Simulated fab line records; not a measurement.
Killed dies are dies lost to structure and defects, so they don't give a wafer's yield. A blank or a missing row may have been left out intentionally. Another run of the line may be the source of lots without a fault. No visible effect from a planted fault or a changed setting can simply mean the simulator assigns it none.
fab line records ; flow sky130 ; part 1 of 2: steps 1 to 31 of 42
record: lots: 5; wafers: 15; last_day: 50
route steps=708 shown PWDE@84 VT_ADJUST_HVTP@85 VT_ADJUST_LVTN@97 VT_ADJUST_NCORE@119
lots that met no fault: from a run of the same line without faults
start_h: start of the lot's first displayed wafer, in hours after the record's first day ; wait_h: hours elapsed since this lot's preceding step ; " as in the row above ; L1.1+2: one row covering several wafers at once ; - no value, or no start was given ; * or withheld: withheld ; < > ~ a bound
route shown NAME@n: a module of which the file shows steps, and the number in the route of the first ; usual: average and standard deviation across the fault-free wafers ; same: alike in all rows ; chamber/n: place in a boat ; sites: readings site by site ; _std_site: how widely they spread, as a standard deviation ; _edge_site: mean of outer sites minus mean of inner sites ; radius_mm: for every site, how far away it sits from the centre of the wafer ; mask NAME#n: copy n ; behind: the tool/chamber that last shaped the wafer ; hold: what put the lot on hold/how long, in hours/how the hold closed ; device: the transistor (n, p or np) that didn't switch ; end of line: the route-end tests of the same wafers ; a step with no rows: only its recipe ; killed: not the wafer's yield, but the dies lost to structure and defects at the first sort ; map: the dies of a wafer, with x for killed, . for not killed, _ for no die there
set.NAME: the setting as run; set.NAME@STEP: as run at that earlier step ; model.NAME: the simulator's own value behind a step, which no gauge read
a table for each step, a row for each wafer; lots at some steps of the route
services: when a tool's chamber went out of use (start_h, in hours from the record's first day, below 0 if earlier), for how many hours, and the reason
== steps ==
step: SKY_NWELL_RS_MEAS_31
recipe: thk_meas_gauge: four-point-probe
usual: PWDE_RS: 5263/18
lot.wafer;tool;chamber;start_h;wait_h;PWDE_RS[ohm/sq]
L077.2;film_metro-01;-;121.67;0.1;5298
L077.3;film_metro-01;-;121.67;0.1;5296
L077.5;film_metro-01;-;121.67;0.1;5278
L087.4;film_metro-02;-;182.62;0.1;5242
L087.5;film_metro-02;-;182.62;0.1;5250
L087.6;film_metro-02;-;182.62;0.1;5221
L094.2;film_metro-02;-;222.77;0.1;5277
L094.4;film_metro-02;-;222.77;0.1;5278
L094.5;film_metro-02;-;222.77;0.1;5307
L096.1;film_metro-04;-;240.70;0.1;5253
L096.3;film_metro-04;-;240.70;0.1;5254
L096.4;film_metro-04;-;240.70;0.1;5242
L097.1;film_metro-04;-;242.96;0.1;5278
L097.2;film_metro-04;-;242.96;0.1;5281
L097.6;film_metro-04;-;242.96;0.1;5292
step: SKY_VT_ADJUST_HVTP_DEHYDRATE_00
recipe: temp_c: 200; time_s: 60
same: time_s: 60
lot.wafer;tool;chamber;start_h;wait_h
L077.2+3+5;litho_track-04;0;130.35;8.7
L087.4+5+6;litho_track-03;0;192.24;9.6
L094.2+4+5;litho_track-04;0;233.05;10.3
L096.1+3+4;litho_track-04;0;251.77;11.1
L097.1+2+6;litho_track-03;0;254.26;11.3
step: SKY_VT_ADJUST_HVTP_HMDS_01
recipe: prime_time_s: 60; prime_temp_c: 120
lot.wafer;tool;chamber;start_h;wait_h
L077.2+3+5;litho_track-04;0;130.50;0.1
L087.4+5+6;litho_track-03;0;192.39;0.1
L094.2+4+5;litho_track-04;0;233.20;0.1
L096.1+3+4;litho_track-04;0;251.92;0.1
L097.1+2+6;litho_track-03;0;254.41;0.1
step: SKY_VT_ADJUST_HVTP_COAT_02
recipe: resist: NOVOLAK; spin_rpm: 3000; resist_thk_nm: 1140
lot.wafer;tool;chamber;start_h;wait_h
L077.2+3+5;litho_track-04;0;130.65;0.1
L087.4+5+6;litho_track-03;0;192.54;0.1
L094.2+4+5;litho_track-04;0;233.35;0.1
L096.1+3+4;litho_track-04;0;252.07;0.1
L097.1+2+6;litho_track-03;0;254.56;0.1
step: SKY_VT_ADJUST_HVTP_SOFTBAKE_03
recipe: temp_c: 90; time_s: 60; resist: NOVOLAK
same: time_s: 60
lot.wafer;tool;chamber;start_h;wait_h
L077.2+3+5;litho_track-04;0;130.80;0.1
L087.4+5+6;litho_track-03;0;192.69;0.1
L094.2+4+5;litho_track-04;0;233.50;0.1
L096.1+3+4;litho_track-04;0;252.22;0.1
L097.1+2+6;litho_track-03;0;254.71;0.1
step: SKY_VT_ADJUST_HVTP_EXPOSE_04
recipe: mask_id: HVTPM; na: 0.6; source_shape: conventional; sigma_outer: 0.6; polarization: unpolarized; target_cd_nm: 380; dose_mj: 140
usual: exposure_dose_mJ_cm2: 140.02/0.14
lot.wafer;tool;chamber;start_h;wait_h;mask;exposure_dose_mJ_cm2
L077.2;iline_stepper-02;0;-;-;HVTPM#0;139.88
L077.3;iline_stepper-02;0;-;-;HVTPM#0;139.95
L077.5;iline_stepper-02;0;-;-;HVTPM#0;139.82
L087.4;iline_stepper-01;0;-;-;HVTPM#0;140.11
L087.5;iline_stepper-01;0;-;-;HVTPM#0;140.01
L087.6;iline_stepper-01;0;-;-;HVTPM#0;140.14
L094.2;iline_stepper-01;0;-;-;HVTPM#0;140.17
L094.4;iline_stepper-01;0;-;-;HVTPM#0;140.06
L094.5;iline_stepper-01;0;-;-;HVTPM#0;140.07
L096.1;iline_stepper-02;0;-;-;HVTPM#0;140.11
L096.3;iline_stepper-02;0;-;-;HVTPM#0;139.99
L096.4;iline_stepper-02;0;-;-;HVTPM#0;139.97
L097.1;iline_stepper-01;0;-;-;HVTPM#0;140.11
L097.2;iline_stepper-01;0;-;-;HVTPM#0;139.91
L097.6;iline_stepper-01;0;-;-;HVTPM#0;139.82
step: SKY_VT_ADJUST_HVTP_PEB_05
recipe: temp_c: withheld; time_s: *; resist: NOVOLAK
same: time_s: *
lot.wafer;tool;chamber;start_h;wait_h
L077.2+3+5;litho_track-04;0;-;-
L087.4+5+6;litho_track-04;0;-;-
L094.2+4+5;litho_track-04;0;-;-
L096.1+3+4;litho_track-04;0;-;-
L097.1+2+6;litho_track-03;0;-;-
step: SKY_VT_ADJUST_HVTP_DEVELOP_06
recipe: resist: NOVOLAK; developer: TMAH; develop_time_s: 60; dev_temp_c: 23
lot.wafer;tool;chamber;start_h;wait_h
L077.2+3+5;litho_track-04;0;140.40;0.1
L087.4+5+6;litho_track-04;0;202.75;0.1
L094.2+4+5;litho_track-04;0;245.20;0.1
L096.1+3+4;litho_track-04;0;264.17;0.1
L097.1+2+6;litho_track-03;0;267.16;0.1
step: SKY_VT_ADJUST_HVTP_CD_MEAS_07
recipe: target_cd_nm: 380
usual: cd_nm: 380.3/2.8
lot.wafer;tool;chamber;start_h;wait_h;cd_nm
L077.2;cd_sem-02;-;140.54;0.1;377.4
L077.3;cd_sem-02;-;140.54;0.1;381.5
L077.5;cd_sem-02;-;140.54;0.1;381.4
L087.4;cd_sem-01;-;202.88;0.1;380.7
L087.5;cd_sem-01;-;202.88;0.1;379.8
L087.6;cd_sem-01;-;202.88;0.1;381.3
L094.2;cd_sem-02;-;245.34;0.1;379.5
L094.4;cd_sem-02;-;245.34;0.1;379.8
L094.5;cd_sem-02;-;245.34;0.1;382.1
L096.1;cd_sem-02;-;264.32;0.1;378.3
L096.3;cd_sem-02;-;264.32;0.1;379.3
L096.4;cd_sem-02;-;264.32;0.1;376.8
L097.1;cd_sem-02;-;267.31;0.1;379.1
L097.2;cd_sem-02;-;267.31;0.1;379.3
L097.6;cd_sem-02;-;267.31;0.1;381.4
step: SKY_VT_ADJUST_HVTP_OVL_MEAS_08
usual: VT_ADJUST_HVTP_OVL: -0.7/1.7
lot.wafer;tool;chamber;start_h;wait_h;VT_ADJUST_HVTP_OVL[nm]
L077.2;overlay-02;-;140.65;0.1;1.6
L077.3;overlay-02;-;140.65;0.1;1.8
L077.5;overlay-02;-;140.65;0.1;-0.1
L087.4;overlay-01;-;202.96;0.1;-0.7
L087.5;overlay-01;-;202.96;0.1;-1.7
L087.6;overlay-01;-;202.96;0.1;-0.4
L094.2;overlay-01;-;245.45;0.1;-1.1
L094.4;overlay-01;-;245.45;0.1;-0.3
L094.5;overlay-01;-;245.45;0.1;-0.2
L096.1;overlay-02;-;264.44;0.1;-2.1
L096.3;overlay-02;-;264.44;0.1;-1.5
L096.4;overlay-02;-;264.44;0.1;-2.4
L097.1;overlay-02;-;267.43;0.1;0.0
L097.2;overlay-02;-;267.43;0.1;0.6
L097.6;overlay-02;-;267.43;0.1;-0.4
step: SKY_VT_ADJUST_HVTP_IMPLANT_09
recipe: species: As; energy_kev: 150; dose_cm2: 4.3e+12; tilt_deg: withheld
usual: beam_energy_keV: 150.00/0.051; beam_on_s: 10.01/0.19
same: implant_ion_amu: 75
lot.wafer;tool;chamber;start_h;wait_h;beam_energy_keV;beam_on_s
L077.2;implanter-04;0;140.70;0.0;149.98;9.93
L077.3;implanter-04;0;140.70;0.0;150.02;9.83
L077.5;implanter-04;0;140.70;0.0;150.08;10.27
L087.4;implanter-02;0;203.05;0.1;150.00;10.23
L087.5;implanter-02;0;203.05;0.1;149.96;10.22
L087.6;implanter-02;0;203.05;0.1;149.96;9.98
L094.2;implanter-02;0;245.50;0.0;150.01;10.01
L094.4;implanter-02;0;245.50;0.0;150.01;9.94
L094.5;implanter-02;0;245.50;0.0;149.98;10.13
L096.1;implanter-04;0;264.48;0.0;149.92;9.92
L096.3;implanter-04;0;264.48;0.0;149.93;10.10
L096.4;implanter-04;0;264.48;0.0;150.00;9.93
L097.1;implanter-04;0;267.47;0.0;149.96;9.86
L097.2;implanter-04;0;267.47;0.0;149.97;10.02
L097.6;implanter-04;0;267.47;0.0;150.01;9.80
step: SKY_VT_ADJUST_HVTP_STRIP_10
recipe: chemistry: O2/N2; power_w: 1400; pressure_mtorr: 1500; platen_temp_c: withheld; o2_flow_sccm: 3000; n2_flow_sccm: 300; overash_fraction: 0.5
usual: drypump_motor_current_A: 5.62/0.29; oes_product_au: 0.716/0.005; strip_time_to_endpoint_s: 14.17/0.042
lot.wafer;tool;chamber;start_h;wait_h;drypump_motor_current_A;oes_product_au;rf_hours_counter_h;strip_time_to_endpoint_s
L077.2;plasma_asher-01;0;140.83;0.1;6.08;0.711;2;14.21
L077.3;plasma_asher-01;0;140.83;0.1;6.08;0.708;-;14.18
L077.5;plasma_asher-01;0;140.83;0.1;6.06;0.717;-;14.21
L087.4;plasma_asher-02;0;203.16;0.1;5.29;0.713;-;14.14
L087.5;plasma_asher-02;1;203.16;0.1;5.38;0.709;-;14.18
L087.6;plasma_asher-02;0;203.16;0.1;5.31;0.720;-;14.17
L094.2;plasma_asher-01;1;245.63;0.1;5.83;0.722;12;14.19
L094.4;plasma_asher-01;1;245.63;0.1;5.86;0.720;-;14.18
L094.5;plasma_asher-01;1;245.63;0.1;5.85;0.708;-;14.21
L096.1;plasma_asher-01;1;264.63;0.1;5.86;0.714;14;14.24
L096.3;plasma_asher-01;1;264.63;0.1;5.86;0.716;-;14.22
L096.4;plasma_asher-01;0;264.63;0.1;6.07;0.716;-;14.25
L097.1;plasma_asher-01;1;267.62;0.1;5.88;0.717;14;14.21
L097.2;plasma_asher-01;0;267.62;0.1;6.06;0.720;14;14.16
L097.6;plasma_asher-01;0;267.62;0.1;6.06;0.717;-;14.18
step: SKY_VT_ADJUST_HVTP_TW_MEAS_11
usual: VT_ADJUST_HVTP_TW: 1349/6.2
lot.wafer;tool;chamber;start_h;wait_h;VT_ADJUST_HVTP_TW
L077.2;film_metro-03;-;140.94;0.1;1351
L077.3;film_metro-03;-;140.94;0.1;1345
L077.5;film_metro-03;-;140.94;0.1;1346
L087.4;film_metro-03;-;203.26;0.1;1347
L087.5;film_metro-03;-;203.26;0.1;1354
L087.6;film_metro-03;-;203.26;0.1;1359
L094.2;film_metro-03;-;245.74;0.1;1352
L094.4;film_metro-03;-;245.74;0.1;1352
L094.5;film_metro-03;-;245.74;0.1;1348
L096.1;film_metro-03;-;264.73;0.1;1340
L096.3;film_metro-03;-;264.73;0.1;1334
L096.4;film_metro-03;-;264.73;0.1;1343
L097.1;film_metro-04;-;267.72;0.1;1349
L097.2;film_metro-04;-;267.72;0.1;1347
L097.6;film_metro-04;-;267.72;0.1;1352
step: SKY_VT_ADJUST_LVTN_DEHYDRATE_00
recipe: temp_c: 200; time_s: 60
same: time_s: 60
lot.wafer;tool;chamber;start_h;wait_h
L077.2+3+5;litho_track-03;0;150.19;9.2
L087.4+5+6;litho_track-01;0;213.71;10.4
L094.2+4+5;litho_track-03;0;257.23;11.5
L096.1+3+4;litho_track-02;0;275.59;10.9
L097.1+2+6;litho_track-02;0;279.34;11.6
step: SKY_VT_ADJUST_LVTN_HMDS_01
recipe: prime_time_s: 60; prime_temp_c: 120
lot.wafer;tool;chamber;start_h;wait_h
L077.2+3+5;litho_track-03;0;150.34;0.1
L087.4+5+6;litho_track-01;0;213.86;0.1
L094.2+4+5;litho_track-03;0;257.38;0.1
L096.1+3+4;litho_track-02;0;275.74;0.1
L097.1+2+6;litho_track-02;0;279.49;0.1
step: SKY_VT_ADJUST_LVTN_COAT_02
recipe: spin_rpm: 2000; resist_thk_nm: 3000
lot.wafer;tool;chamber;start_h;wait_h
L077.2+3+5;litho_track-03;0;150.49;0.1
L087.4+5+6;litho_track-01;0;214.01;0.1
L094.2+4+5;litho_track-03;0;257.53;0.1
L096.1+3+4;litho_track-02;0;275.89;0.1
L097.1+2+6;litho_track-02;0;279.64;0.1
step: SKY_VT_ADJUST_LVTN_SOFTBAKE_03
recipe: temp_c: 110; time_s: withheld
lot.wafer;tool;chamber;start_h;wait_h
L077.2+3+5;litho_track-03;0;150.64;0.1
L087.4+5+6;litho_track-01;0;214.18;0.1
L094.2+4+5;litho_track-03;0;257.69;0.1
L096.1+3+4;litho_track-02;0;276.04;0.1
L097.1+2+6;litho_track-02;0;279.79;0.1
step: SKY_VT_ADJUST_LVTN_EXPOSE_04
recipe: mask_id: NWM_COMPLEMENT_LESS_NATIVE; na: 0.6; source_shape: conventional; sigma_outer: 0.6; polarization: unpolarized; target_cd_nm: 840; dose_mj: 194
usual: exposure_dose_mJ_cm2: 193.99/0.19
lot.wafer;tool;chamber;start_h;wait_h;mask;exposure_dose_mJ_cm2
L077.2;iline_stepper-01;0;-;-;NWM_COMPLEMENT_LESS_NATIVE#0;193.99
L077.3;iline_stepper-01;0;-;-;NWM_COMPLEMENT_LESS_NATIVE#0;193.77
L077.5;iline_stepper-01;0;-;-;NWM_COMPLEMENT_LESS_NATIVE#0;194.21
L087.4;iline_stepper-02;0;-;-;NWM_COMPLEMENT_LESS_NATIVE#0;194.19
L087.5;iline_stepper-02;0;-;-;NWM_COMPLEMENT_LESS_NATIVE#0;194.34
L087.6;iline_stepper-02;0;-;-;NWM_COMPLEMENT_LESS_NATIVE#0;194.39
L094.2;iline_stepper-01;0;-;-;NWM_COMPLEMENT_LESS_NATIVE#0;193.90
L094.4;iline_stepper-01;0;-;-;NWM_COMPLEMENT_LESS_NATIVE#0;194.00
L094.5;iline_stepper-01;0;-;-;NWM_COMPLEMENT_LESS_NATIVE#0;193.88
L096.1;iline_stepper-01;0;-;-;NWM_COMPLEMENT_LESS_NATIVE#0;193.83
L096.3;iline_stepper-01;0;-;-;NWM_COMPLEMENT_LESS_NATIVE#0;194.16
L096.4;iline_stepper-01;0;-;-;NWM_COMPLEMENT_LESS_NATIVE#0;193.88
L097.1;iline_stepper-02;0;-;-;NWM_COMPLEMENT_LESS_NATIVE#0;194.09
L097.2;iline_stepper-02;0;-;-;NWM_COMPLEMENT_LESS_NATIVE#0;194.26
L097.6;iline_stepper-02;0;-;-;NWM_COMPLEMENT_LESS_NATIVE#0;194.25
step: SKY_VT_ADJUST_LVTN_PEB_05
recipe: temp_c: 115; time_s: withheld
lot.wafer;tool;chamber;start_h;wait_h
L077.2+3+5;litho_track-01;0;-;-
L087.4+5+6;litho_track-03;0;-;-
L094.2+4+5;litho_track-01;0;-;-
L096.1+3+4;litho_track-01;0;-;-
L097.1+2+6;litho_track-02;0;-;-
step: SKY_VT_ADJUST_LVTN_DEVELOP_06
recipe: wall_angle_deg: 90; developer: TMAH; develop_time_s: 60; dev_temp_c: 23
lot.wafer;tool;chamber;start_h;wait_h
L077.2+3+5;litho_track-01;0;-;-
L087.4+5+6;litho_track-03;0;-;-
L094.2+4+5;litho_track-01;0;-;-
L096.1+3+4;litho_track-01;0;-;-
L097.1+2+6;litho_track-02;0;-;-
step: SKY_VT_ADJUST_LVTN_OVL_MEAS_07
usual: VT_ADJUST_LVTN_OVL: -1.2/1.4
lot.wafer;tool;chamber;start_h;wait_h;VT_ADJUST_LVTN_OVL[nm]
L077.2;overlay-02;-;160.24;-;0.9
L077.3;overlay-02;-;160.24;-;2.4
L077.5;overlay-02;-;160.24;-;1.1
L087.4;overlay-01;-;224.78;-;-1.3
L087.5;overlay-01;-;224.78;-;-1.3
L087.6;overlay-01;-;224.78;-;-0.2
L094.2;overlay-02;-;269.74;-;-2.6
L094.4;overlay-02;-;269.74;-;-1.7
L094.5;overlay-02;-;269.74;-;-1.4
L096.1;overlay-02;-;289.13;-;-0.1
L096.3;overlay-02;-;289.13;-;-0.1
L096.4;overlay-02;-;289.13;-;-0.7
L097.1;overlay-02;-;292.89;-;-0.2
L097.2;overlay-02;-;292.89;-;0.4
L097.6;overlay-02;-;292.89;-;-1.7
step: SKY_VT_ADJUST_LVTN_IMPLANT_08
recipe: species: B; energy_kev: 30; dose_cm2: 1.57e+12; tilt_deg: withheld
usual: beam_energy_keV: 30.003/0.01; beam_on_s: 9.98/0.2
same: implant_ion_amu: 11
lot.wafer;tool;chamber;start_h;wait_h;beam_energy_keV;beam_on_s
L077.2;implanter-04;0;160.29;0.0;29.988;10.12
L077.3;implanter-04;0;160.29;0.0;29.990;10.13
L077.5;implanter-04;0;160.29;0.0;29.986;10.22
L087.4;implanter-02;0;224.87;0.1;30.011;10.20
L087.5;implanter-02;0;224.87;0.1;30.011;9.90
L087.6;implanter-02;0;224.87;0.1;30.002;9.80
L094.2;implanter-03;0;269.79;0.0;30.014;9.55
L094.4;implanter-03;0;269.79;0.0;30.007;10.06
L094.5;implanter-03;0;269.79;0.0;29.990;10.15
L096.1;implanter-04;0;289.17;0.0;30.001;9.82
L096.3;implanter-04;0;289.17;0.0;30.018;10.45
L096.4;implanter-04;0;289.17;0.0;30.016;10.05
L097.1;implanter-03;0;292.92;0.0;29.994;9.92
L097.2;implanter-03;0;292.92;0.0;29.978;9.84
L097.6;implanter-03;0;292.92;0.0;30.009;10.36
step: SKY_VT_ADJUST_LVTN_STRIP_09
recipe: chemistry: O2/N2; power_w: 1400; pressure_mtorr: 1500; platen_temp_c: withheld; o2_flow_sccm: 3000; n2_flow_sccm: 300; overash_fraction: 0.5
usual: drypump_motor_current_A: 5.34/0.21; oes_product_au: 0.723/0.0046; strip_time_to_endpoint_s: 36.91/0.11
lot.wafer;tool;chamber;start_h;wait_h;drypump_motor_current_A;oes_product_au;rf_hours_counter_h;strip_time_to_endpoint_s
L077.2;plasma_asher-02;0;160.42;0.1;5.32;0.717;47;37.12
L077.3;plasma_asher-02;1;160.42;0.1;5.35;0.718;-;37.03
L077.5;plasma_asher-02;1;160.42;0.1;5.37;0.727;-;37.06
L087.4;plasma_asher-02;1;224.98;0.1;5.38;0.722;-;36.68
L087.5;plasma_asher-02;0;224.98;0.1;5.31;0.722;-;36.85
L087.6;plasma_asher-02;1;224.98;0.1;5.35;0.729;-;36.83
L094.2;plasma_asher-03;0;269.92;0.1;5.34;0.722;60;37.01
L094.4;plasma_asher-03;0;269.92;0.1;5.37;0.720;-;36.96
L094.5;plasma_asher-03;1;269.92;0.1;5.56;0.715;-;36.92
L096.1;plasma_asher-04;1;289.32;0.1;4.96;0.725;47;37.03
L096.3;plasma_asher-04;1;289.32;0.1;4.93;0.719;-;36.93
L096.4;plasma_asher-04;0;289.32;0.1;5.45;0.716;-;37.05
L097.1;plasma_asher-02;0;293.07;0.1;5.31;0.726;60;36.91
L097.2;plasma_asher-02;1;293.07;0.1;5.34;0.730;60;36.93
L097.6;plasma_asher-02;0;293.07;0.1;5.33;0.725;-;36.85
step: SKY_VT_ADJUST_LVTN_TW_MEAS_10
usual: VT_ADJUST_LVTN_TW: 240.1/1.3
lot.wafer;tool;chamber;start_h;wait_h;VT_ADJUST_LVTN_TW
L077.2;film_metro-02;-;160.53;0.1;240.6
L077.3;film_metro-02;-;160.53;0.1;241.3
L077.5;film_metro-02;-;160.53;0.1;241.2
L087.4;film_metro-03;-;225.08;0.1;241.3
L087.5;film_metro-03;-;225.08;0.1;241.7
L087.6;film_metro-03;-;225.08;0.1;241.4
L094.2;film_metro-02;-;270.03;0.1;241.1
L094.4;film_metro-02;-;270.03;0.1;241.7
L094.5;film_metro-02;-;270.03;0.1;240.1
L096.1;film_metro-03;-;289.42;0.1;240.1
L096.3;film_metro-03;-;289.42;0.1;239.9
L096.4;film_metro-03;-;289.42;0.1;240.2
L097.1;film_metro-03;-;293.17;0.1;238.9
L097.2;film_metro-03;-;293.17;0.1;240.1
L097.6;film_metro-03;-;293.17;0.1;241.3
step: SKY_VT_ADJUST_LVTN_DEHYDRATE_11
recipe: temp_c: 200; time_s: 60
same: time_s: 60
lot.wafer;tool;chamber;start_h;wait_h
L077.2+3+5;litho_track-01;0;170.16;9.6
L087.4+5+6;litho_track-03;0;236.13;11.0
L094.2+4+5;litho_track-02;0;281.01;11.0
L096.1+3+4;litho_track-01;0;300.93;11.5
L097.1+2+6;litho_track-01;0;305.38;12.2
step: SKY_VT_ADJUST_LVTN_HMDS_12
recipe: prime_time_s: 60; prime_temp_c: 120
lot.wafer;tool;chamber;start_h;wait_h
L077.2+3+5;litho_track-01;0;170.31;0.1
L087.4+5+6;litho_track-03;0;236.28;0.1
L094.2+4+5;litho_track-02;0;281.16;0.1
L096.1+3+4;litho_track-01;0;301.08;0.1
L097.1+2+6;litho_track-01;0;305.53;0.1
step: SKY_VT_ADJUST_LVTN_COAT_13
recipe: resist: NOVOLAK; spin_rpm: 3000; resist_thk_nm: 1140
lot.wafer;tool;chamber;start_h;wait_h
L077.2+3+5;litho_track-01;0;170.46;0.1
L087.4+5+6;litho_track-03;0;236.43;0.1
L094.2+4+5;litho_track-02;0;281.31;0.1
L096.1+3+4;litho_track-01;0;301.23;0.1
L097.1+2+6;litho_track-01;0;305.68;0.1
step: SKY_VT_ADJUST_LVTN_SOFTBAKE_14
recipe: temp_c: 90; time_s: 60; resist: NOVOLAK
same: time_s: 60
lot.wafer;tool;chamber;start_h;wait_h
L077.2+3+5;litho_track-01;0;170.61;0.1
L087.4+5+6;litho_track-03;0;236.58;0.1
L094.2+4+5;litho_track-02;0;281.46;0.1
L096.1+3+4;litho_track-01;0;301.38;0.1
L097.1+2+6;litho_track-01;0;305.83;0.1
step: SKY_VT_ADJUST_LVTN_EXPOSE_15
recipe: mask_id: HVN_STD_DERIVED; na: 0.6; source_shape: conventional; sigma_outer: 0.6; polarization: unpolarized; target_cd_nm: 600; dose_mj: 163
usual: exposure_dose_mJ_cm2: 163.00/0.15
lot.wafer;tool;chamber;start_h;wait_h;mask;exposure_dose_mJ_cm2
L077.2;iline_stepper-02;0;-;-;HVN_STD_DERIVED#0;163.02
L077.3;iline_stepper-02;0;-;-;HVN_STD_DERIVED#0;163.05
L077.5;iline_stepper-02;0;-;-;HVN_STD_DERIVED#0;162.83
L087.4;iline_stepper-02;0;-;-;HVN_STD_DERIVED#0;163.13
L087.5;iline_stepper-02;0;-;-;HVN_STD_DERIVED#0;163.02
L087.6;iline_stepper-02;0;-;-;HVN_STD_DERIVED#0;162.87
L094.2;iline_stepper-01;0;-;-;HVN_STD_DERIVED#0;162.98
L094.4;iline_stepper-01;0;-;-;HVN_STD_DERIVED#0;162.89
L094.5;iline_stepper-01;0;-;-;HVN_STD_DERIVED#0;163.23
L096.1;iline_stepper-02;0;-;-;HVN_STD_DERIVED#0;162.96
L096.3;iline_stepper-02;0;-;-;HVN_STD_DERIVED#0;162.90
L096.4;iline_stepper-02;0;-;-;HVN_STD_DERIVED#0;163.03
L097.1;iline_stepper-01;0;-;-;HVN_STD_DERIVED#0;162.98
L097.2;iline_stepper-01;0;-;-;HVN_STD_DERIVED#0;163.10
L097.6;iline_stepper-01;0;-;-;HVN_STD_DERIVED#0;162.88
step: SKY_VT_ADJUST_LVTN_PEB_16
recipe: temp_c: withheld; time_s: *; resist: NOVOLAK
same: time_s: *
lot.wafer;tool;chamber;start_h;wait_h
L077.2+3+5;litho_track-02;0;-;-
L087.4+5+6;litho_track-02;0;-;-
L094.2+4+5;litho_track-02;0;-;-
L096.1+3+4;litho_track-02;0;-;-
L097.1+2+6;litho_track-03;0;-;-
step: SKY_VT_ADJUST_LVTN_DEVELOP_17
recipe: resist: NOVOLAK; developer: TMAH; develop_time_s: 60; dev_temp_c: 23
lot.wafer;tool;chamber;start_h;wait_h
L077.2+3+5;litho_track-02;0;180.16;0.1
L087.4+5+6;litho_track-02;0;248.01;0.1
L094.2+4+5;litho_track-02;0;294.01;0.1
L096.1+3+4;litho_track-02;0;313.99;0.1
L097.1+2+6;litho_track-03;0;318.61;0.1
